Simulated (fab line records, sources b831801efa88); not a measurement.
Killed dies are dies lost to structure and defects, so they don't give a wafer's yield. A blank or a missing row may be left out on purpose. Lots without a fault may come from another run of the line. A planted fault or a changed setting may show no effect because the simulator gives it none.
Which tool did it? | flow gf180mcu | 11 lots, 33 wafers sampled, at 2 steps of a route of 602

WHAT THE GAUGES READ, wafer by wafer
GF_STI_THK_MEAS_04.
lot  | measured    | on            | STI_CVD_03_THK (nm)
L905 | day 1 13:34 | film_metro-03 | 205.4 204.8 205.4
L906 | day 1 18:34 | film_metro-01 | 205.6 206.3 205.8
L907 | day 1 23:34 | film_metro-01 | 211.3 208.4 208.9
L908 | day 2 04:34 | film_metro-03 | 207.7 206.0 207.5
L909 | day 2 10:05 | film_metro-04 | 202.7 205.2 205.4
L910 | day 2 14:34 | film_metro-01 | 205.7 205.1 206.9
L914 | day 3 10:35 | film_metro-03 | 203.3 203.3 204.2
L915 | day 3 15:34 | film_metro-04 | 171.3 170.8 172.9
L917 | day 4 02:23 | film_metro-03 | 172.7 172.6 173.5
L919 | day 4 13:43 | film_metro-03 | 205.3 206.7 206.8
L927 | day 6 06:04 | film_metro-03 | 201.7 200.7 200.3

WHICH TOOL RAN EACH LOT (tool, then ch and the chambers of the sampled wafers, then the start)
lot  | GF_STI_CVD_03
L905 | lpcvd-01 ch 0, day 1 11:34
L906 | lpcvd-01 ch 0, day 1 16:34
L907 | lpcvd-02 ch 1, day 1 21:34
L908 | lpcvd-01 ch 0, day 2 02:34
L909 | lpcvd-01 ch 0, day 2 08:05
L910 | lpcvd-02 ch 0, day 2 12:34
L914 | lpcvd-01 ch 1, day 3 08:34
L915 | lpcvd-02 ch 0, day 3 13:34
L917 | lpcvd-02 ch 0, day 4 00:24
L919 | lpcvd-01 ch 0, day 4 11:44
L927 | lpcvd-01 ch 1, day 6 01:34
- GF_STI_CVD_03: deposits Si3N4 from DCS/NH3, target thk 207.16 nm, time 3551 s.

THE ANSWER, worked out from the rows above alone
Rule: what is usual is taken from the lots themselves. Put in order of their means at a reading, lots are off if they are a third of the lots or fewer, leave a main group of 4 or more, and stand apart from it by a gap of 3 or more times the standard deviation of the main group's means; of several such gaps the widest counts. A main group whose means are all the same, to the digits that the tables above print for the reading, isn't used. A lot without any number at a reading at which 4 lots or more have one is off too. The other lots that the step has rows for count as sound.
Off: L915, L917, at GF_STI_THK_MEAS_04 (STI_CVD_03_THK). The main group: mean 205.4 nm, standard deviation 2.3.
A tool fits if, at a process step before that reading, it ran every lot that is off, and no sound lot after the first of them. The gauges at GF_STI_THK_MEAS_04 are tried like those tools. One fits: lpcvd-02 at GF_STI_CVD_03. Its last sound lot is L910 (day 2 12:34), its first lot that is off L915 (day 3 13:34): a fault that began between those two fits.

WHAT THE SIMULATOR HAD PUT IN
Site profile drift: lpcvd-02, from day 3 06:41 on, at GF_STI_CVD_03. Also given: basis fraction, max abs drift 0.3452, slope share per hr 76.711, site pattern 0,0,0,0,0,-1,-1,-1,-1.
Lots struck among those shown: L915, L917. The rule above found the same.
